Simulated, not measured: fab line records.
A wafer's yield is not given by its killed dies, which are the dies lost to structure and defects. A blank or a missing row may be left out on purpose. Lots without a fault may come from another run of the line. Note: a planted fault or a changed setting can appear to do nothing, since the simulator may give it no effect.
Chamber matching || flow gf180mcu || GF_V1_CMP_04 on cmp-02 has 4 sister chambers
The step polishes SiO2. 8 wafers are shown with their chamber, then 9 later ones without.

== WAFERS PAIRED WITH THEIR CHAMBERS ==
{"wafer": "L963.3", "chamber": 2, "time to endpoint s (s)": 76, "motor current A (A)": 12.6}
{"wafer": "L963.4", "chamber": 1, "time to endpoint s (s)": 86, "motor current A (A)": 12.3}
{"wafer": "L965.1", "chamber": 1, "time to endpoint s (s)": 73, "motor current A (A)": 12.0}
{"wafer": "L965.3", "chamber": 0, "time to endpoint s (s)": 77, "motor current A (A)": 11.9}
{"wafer": "L965.5", "chamber": 2, "time to endpoint s (s)": 73, "motor current A (A)": 12.1}
{"wafer": "L966.3", "chamber": 0, "time to endpoint s (s)": 84, "motor current A (A)": 12.7}
{"wafer": "L966.4", "chamber": 3, "time to endpoint s (s)": 88, "motor current A (A)": 12.6}
{"wafer": "L966.5", "chamber": 3, "time to endpoint s (s)": 83, "motor current A (A)": 12.3}

== WAFERS WHOSE CHAMBER IS MISSING ==
{"wafer": "L968.2", "time to endpoint s (s)": 84, "motor current A (A)": 12.8}
{"wafer": "L968.4", "time to endpoint s (s)": 84, "motor current A (A)": 11.8}
{"wafer": "L968.5", "time to endpoint s (s)": 85, "motor current A (A)": 12.8}
{"wafer": "L969.3", "time to endpoint s (s)": 75, "motor current A (A)": 11.7}
{"wafer": "L969.4", "time to endpoint s (s)": 87, "motor current A (A)": 12.8}
{"wafer": "L969.6", "time to endpoint s (s)": 84, "motor current A (A)": 12.1}
{"wafer": "L970.1", "time to endpoint s (s)": 77, "motor current A (A)": 12.8}
{"wafer": "L970.2", "time to endpoint s (s)": 68, "motor current A (A)": 11.7}
{"wafer": "L970.5", "time to endpoint s (s)": 79, "motor current A (A)": 13.1}

== THE CHAMBER EACH PASSED THROUGH ==
{"wafer": "L968.2", "from the rows above": "can't be placed: 3 or 0 or 1 or 2", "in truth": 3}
{"wafer": "L968.4", "from the rows above": "can't be placed: 1 or 0 or 3 or 2", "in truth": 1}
{"wafer": "L968.5", "from the rows above": "can't be placed: 3 or 0 or 1 or 2", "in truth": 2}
{"wafer": "L969.3", "from the rows above": "can't be placed: 1 or 2 or 0 or 3", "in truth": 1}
{"wafer": "L969.4", "from the rows above": "can't be placed: 3 or 0 or 1 or 2", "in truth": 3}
{"wafer": "L969.6", "from the rows above": "can't be placed: 1 or 0 or 3 or 2", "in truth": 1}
{"wafer": "L970.1", "from the rows above": "can't be placed: 2 or 0 or 3 or 1", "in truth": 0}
{"wafer": "L970.2", "from the rows above": "can't be placed: 2 or 1 or 0 or 3", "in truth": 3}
{"wafer": "L970.5", "from the rows above": "can't be placed: 3 or 2 or 0 or 1", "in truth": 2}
Placed correctly: 0 of 9. From these rows, 9 cannot be placed; in 9 the true chamber is one of the candidates. Wrongly placed: 0.
How it was worked out, from the rows above alone: a wafer's distance from a chamber is the root of the sum, over the readings, of the square of ((its reading less the chamber's mean) divided by the reading's scatter). If the next closest chamber is less than 2 further off than the closest, the wafer can't be placed; otherwise it belongs to the closest. A chamber's mean is the mean of its shown wafers. The scatter: the root of (the sum of the squares of (reading less its chamber's mean) over the shown wafers, divided by (wafers less chambers)).
